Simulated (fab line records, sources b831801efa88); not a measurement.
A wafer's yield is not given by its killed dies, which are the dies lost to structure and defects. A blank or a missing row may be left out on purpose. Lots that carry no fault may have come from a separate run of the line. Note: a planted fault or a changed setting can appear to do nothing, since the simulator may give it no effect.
Comparing a struck lot with a sound one / flow sky130 / 15 steps out of a route of 708
Sound: these wafers, L589.2, L589.4, L589.5. Struck: wafers L605.2, L605.3, L605.5. The cause is named last.
Order at every step that has rows: each side's tool, ch and its chambers, its first start. Under that, the readings that differ: sound wafers / struck wafers / difference of the means / sigmas: that difference in standard deviations of wafers without a fault.
alike: readings with means less than 2 such deviations apart, plus words and numbers identical on both sides. not compared: withheld readings, readings lacking a value on some wafer, bounds such as >300 that could conceal the same value, and numbers that have no deviation in the record and whose values overlap.
The two part at a step that has a row with sigmas, a row that says differs or no value, or rows on one side only. When numbers do not overlap yet have no deviation, they are printed without sigmas and do not part them. A reading missing from all wafers of one side parts the sides only when that side holds two or more wafers.

SKY_VIA3_ETCH_14: etches BARC in N2/H2, stops on SiO2, time 45.9 s, target depth 60 nm.
  sound on rie diel-04 ch 0,1, day 39 23:01; struck on rie diel-02 ch 0,1,3, day 44 13:08
  alike: drypump motor current A, oes product au, throttle valve pct
  not compared: rf hours counter h
SKY_VIA3_ETCH_15: etches SiO2 in C4F8/O2/Ar, stops on TiN, target depth 507 nm, time 78 s.
  sound on rie diel-04 ch 0,1, day 39 23:04; struck on rie diel-02 ch 0,1,3, day 44 13:11
  alike: oes product au
  not compared: rf hours counter h
SKY_VIA3_STRIP_16: strips in O2/N2.
  sound on plasma asher-02 ch 0,1, day 39 23:07; struck on plasma asher-01 ch 0, day 44 13:15
reading=drypump motor current A (A); sound=5.4 5.9 6.0; struck=6.7 6.7 6.7; difference=+0.9; sigmas=+2
reading=oes product au (a.u.); sound=0.407 0.400 0.408; struck=0.387 0.403 0.390; difference=-0.012; sigmas=-2
reading=strip time to endpoint s (s); sound=4.152 4.159 4.186; struck=4.117 4.114 4.098; difference=-0.056; sigmas=-2
  not compared: rf hours counter h
then, 5 steps without rows for these wafers: SKY_VIA3_STRIP_17 (strips in post etch residue remover, time 1200 s); SKY_VIA3_CLEAN_18 (cleans in IPA, time 180 s); SKY_VIA3_CLEAN_19 (cleans in O3/DIW); SKY_VIA3_SPUTTER_20 (material TiN, target thk 20 nm, time 80 s); SKY_VIA3_CVD_21 (deposits W, target thk 390 nm, time 117.31 s).
SKY_VIA3_RS_MEAS_22: measurement is done with a four-point probe.
  struck on film metro-02, day 44 14:06; sound on film metro-02, day 40 00:04
  alike: VIA3_W_RS
SKY_VIA3_THK_MEAS_23: measures by xrf.
  struck on film metro-02, day 44 14:13; sound on film metro-02, day 40 00:11
  alike: VIA3_W_THK
then, 1 step without rows for these wafers: SKY_VIA3_CMP_24 (polishes, stops on SiO2, t overpolish 20 s, target thk 0 nm).
SKY_METAL4_SPUTTER_00: material Ti, target thk 15 nm, time 10 s.
  struck on pvd sputter-03, day 44 14:34; sound on pvd sputter-02, day 40 00:32
reading=throttle valve pct (%); sound=30.7 32.0 32.2; struck=30.1 29.7 29.7; difference=-1.8; sigmas=-2
  alike: chamber pressure pa
SKY_METAL4_SPUTTER_01: material TiN, target thk 20 nm, time 16.7 s.
  struck on pvd sputter-03, day 44 14:35; sound on pvd sputter-02, day 40 00:33
reading=throttle valve pct (%); sound=30.7 32.1 32.3; struck=30.1 29.6 29.7; difference=-1.9; sigmas=-2
reading=model.TiN_of_METAL4_SPUTTER_01.thk nm (nm); sound=19.97 19.91 19.8; struck=22.24 22.18 22.13; difference=+2.29; sigmas=
  alike: chamber pressure pa
SKY_METAL4_SPUTTER_02: material AlCu, target thk 735 nm, time 39.1 s.
  struck on pvd sputter-03, day 44 14:36; sound on pvd sputter-02, day 40 00:35
reading=throttle valve pct (%); sound=30.4 32.0 32.4; struck=29.9 29.8 29.9; difference=-1.7; sigmas=-2
  alike: chamber pressure pa
SKY_PAD_OPEN_PROBE_99:
  the record has rows for the sound wafers here (prober-01, day 46 02:32) and none for the struck ones

## WHERE THEY PART
Last at SKY_PAD_OPEN_PROBE_99 as far as this record goes, first at SKY_VIA3_STRIP_16.

WHY: whatever the simulator had introduced
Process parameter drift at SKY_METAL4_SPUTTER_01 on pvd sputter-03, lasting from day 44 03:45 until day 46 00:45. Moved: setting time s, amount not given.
